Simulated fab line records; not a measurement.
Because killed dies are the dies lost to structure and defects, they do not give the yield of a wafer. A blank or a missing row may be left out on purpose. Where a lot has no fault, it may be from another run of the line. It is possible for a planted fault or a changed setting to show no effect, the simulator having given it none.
The tool behind it: which one?    flow sky130    Sampling: 12 lots, 36 wafers, 5 of 708 route steps

## WHAT EACH GAUGE READ, for each wafer
SKY_POLY_GATE_OVL_MEAS_14.
lot   measured      on          POLY_GATE_OVL (nm)
L349  day 16 01:59  overlay-01  1 -4 9
L350  day 16 15:58  overlay-01  -3 1 -3
L356  day 19 04:02  overlay-01  1 -3 -1
L358  day 19 20:50  overlay-02  -4 4 -2
L363  day 21 17:29  overlay-02  0 -3 -2
L364  day 21 20:34  overlay-02  1 -5 -6
L365  day 22 04:16  overlay-02  5 7 13
L367  day 23 20:38  overlay-01  3 -1 -1
L368  day 23 21:40  overlay-02  0 -3 -4
L369  day 24 02:14  overlay-01  14 4 3
L371  day 24 13:05  overlay-01  -5 -8 -2
L372  day 24 18:38  overlay-01  -2 -6 0

SKY_LDD_LDN_TW_MEAS_13.
lot   measured      on             LDD_LDN_TW
L349  day 22 13:27  film metro-04  1487 1487 1496
L350  day 23 03:27  film metro-03  1584 1592 1585
L356  day 25 16:31  film metro-04  1578 1579 1582
L358  day 26 07:28  film metro-02  1588 1594 1595
L363  day 28 00:39  film metro-04  1484 1481 1482
L364  day 28 04:02  film metro-02  1489 1491 1486
L365  day 28 10:47  film metro-03  1482 1470 1484
L367  day 30 00:22  film metro-02  1474 1490 1483
L368  day 30 01:56  film metro-02  1484 1486 1479
L369  day 30 06:52  film metro-04  1492 1489 1492
L371  day 30 16:48  film metro-03  1477 1480 1484
L372  day 30 22:02  film metro-04  1486 1486 1483

## TOOL THAT RAN EACH LOT (tool first, then ch and the chambers of the sampled wafers, then the start)
lot   SKY_LDD_HVN_STRIP_09                  SKY_LDD_LDN_IMPLANT_09           SKY_LDD_LDN_STRIP_12
L349  plasma asher-03 ch 0,1, day 19 23:17  implanter-04 ch 0, day 22 12:55  plasma asher-03 ch 0,1, day 22 13:20
L350  plasma asher-02 ch 0,1, day 20 11:47  implanter-03 ch 0, day 23 02:17  plasma asher-04 ch 0,1, day 23 03:20
L356  plasma asher-04 ch 0,1, day 23 04:23  implanter-04 ch 0, day 25 15:40  plasma asher-03 ch 0,1, day 25 16:24
L358  plasma asher-02 ch 1, day 23 20:02    implanter-03 ch 0, day 26 06:37  plasma asher-04 ch 0,1, day 26 07:21
L363  plasma asher-04 ch 0,1, day 25 14:11  implanter-03 ch 0, day 28 00:07  plasma asher-01 ch 0,1, day 28 00:32
L364  plasma asher-04 ch 0,1, day 25 18:23  implanter-04 ch 0, day 28 03:29  plasma asher-01 ch 0,1, day 28 03:56
L365  plasma asher-04 ch 0,1, day 26 00:47  implanter-03 ch 0, day 28 10:14  plasma asher-03 ch 0,1, day 28 10:41
L367  plasma asher-02 ch 0,1, day 27 15:19  implanter-04 ch 0, day 29 23:50  plasma asher-01 ch 0,1, day 30 00:16
L368  plasma asher-02 ch 0,1, day 27 16:47  implanter-04 ch 0, day 30 01:23  plasma asher-03 ch 0,1, day 30 01:50
L369  plasma asher-04 ch 0,1, day 27 21:25  implanter-04 ch 0, day 30 06:20  plasma asher-01 ch 0,1, day 30 06:47
L371  plasma asher-03 ch 0,1, day 28 07:35  implanter-03 ch 0, day 30 16:16  plasma asher-01 ch 0,1, day 30 16:41
L372  plasma asher-02 ch 0,1, day 28 11:56  implanter-01 ch 0, day 30 21:31  plasma asher-03 ch 0,1, day 30 21:56
- SKY_LDD_HVN_STRIP_09: strips in O2/N2.
- SKY_LDD_LDN_IMPLANT_09
- SKY_LDD_LDN_STRIP_12: strips in O2/N2.

## AS READ BY THE TOOLS THEMSELVES (means over the sampled wafers that have a number; for cases with no such wafer, the mark the record gives instead)
SKY_LDD_HVN_STRIP_09.
lot   tool             drypump motor current A (A)  o2 flow sccm (sccm)  oes product au (a.u.)  strip time to endpoint s (s)
L349  plasma asher-03  6.0                          3004                 0.405                  4.140
L350  plasma asher-02  6.2                          2998                 0.410                  4.143
L356  plasma asher-04  6.5                          2993                 0.409                  4.136
L358  plasma asher-02  6.0                          2999                 0.411                  4.126
L363  plasma asher-04  6.5                          2999                 0.410                  4.117
L364  plasma asher-04  6.5                          2996                 0.408                  4.133
L365  plasma asher-04  6.5                          2997                 0.407                  4.132
L367  plasma asher-02  6.1                          2999                 0.410                  4.144
L368  plasma asher-02  6.2                          3002                 0.409                  4.128
L369  plasma asher-04  6.2                          2999                 0.411                  4.150
L371  plasma asher-03  6.1                          2997                 0.403                  4.134
L372  plasma asher-02  6.1                          2999                 0.413                  4.154

SKY_LDD_LDN_STRIP_12.
lot   tool             drypump motor current A (A)  o2 flow sccm (sccm)  oes product au (a.u.)  strip time to endpoint s (s)
L349  plasma asher-03  6.0                          2995                 0.716                  14.19
L350  plasma asher-04  6.5                          2996                 0.719                  14.18
L356  plasma asher-03  6.1                          2996                 0.716                  14.21
L358  plasma asher-04  6.5                          2999                 0.718                  14.17
L363  plasma asher-01  5.1                          2998                 0.714                  14.17
L364  plasma asher-01  5.5                          3008                 0.720                  14.20
L365  plasma asher-03  6.0                          3007                 0.712                  14.17
L367  plasma asher-01  5.1                          3008                 0.714                  14.21
L368  plasma asher-03  6.1                          3000                 0.721                  14.18
L369  plasma asher-01  5.1                          3004                 0.718                  14.14
L371  plasma asher-01  5.1                          2993                 0.716                  14.19
L372  plasma asher-03  6.1                          3002                 0.716                  14.11

## THE ANSWER, worked out from the rows above alone
Rule: the usual values come from the lots themselves. Put in order of their means at a reading, lots are off if they are a third of the lots or fewer, leave a main group of 4 or more, and stand apart from it by a gap of 3 or more times the standard deviation of the main group's means; of several such gaps the widest counts. The tables above print the reading to a certain number of digits; a main group whose means all agree to those digits is not used. Also off: a lot with no number at a reading for which 4 or more lots have one. All remaining lots with rows at the step are treated as sound. First the gauges in route order, then the tools' own readings, where a lot's mean is used as printed above. At the first step where some lot is off, the reading lying furthest off is the one used; lots without a number count as furthest.
Off: L350, L356, L358, seen at SKY_LDD_LDN_TW_MEAS_13 (LDD_LDN_TW). Main group: mean 1485, sd 4.1.
If a tool, at a process step before that reading, ran all the lots that are off and no sound lot after the first of them, it fits. Those tools and the gauges at SKY_LDD_LDN_TW_MEAS_13 are tried in the same way. None of those tried fits.

## WHAT THE SIMULATOR HAD INSERTED
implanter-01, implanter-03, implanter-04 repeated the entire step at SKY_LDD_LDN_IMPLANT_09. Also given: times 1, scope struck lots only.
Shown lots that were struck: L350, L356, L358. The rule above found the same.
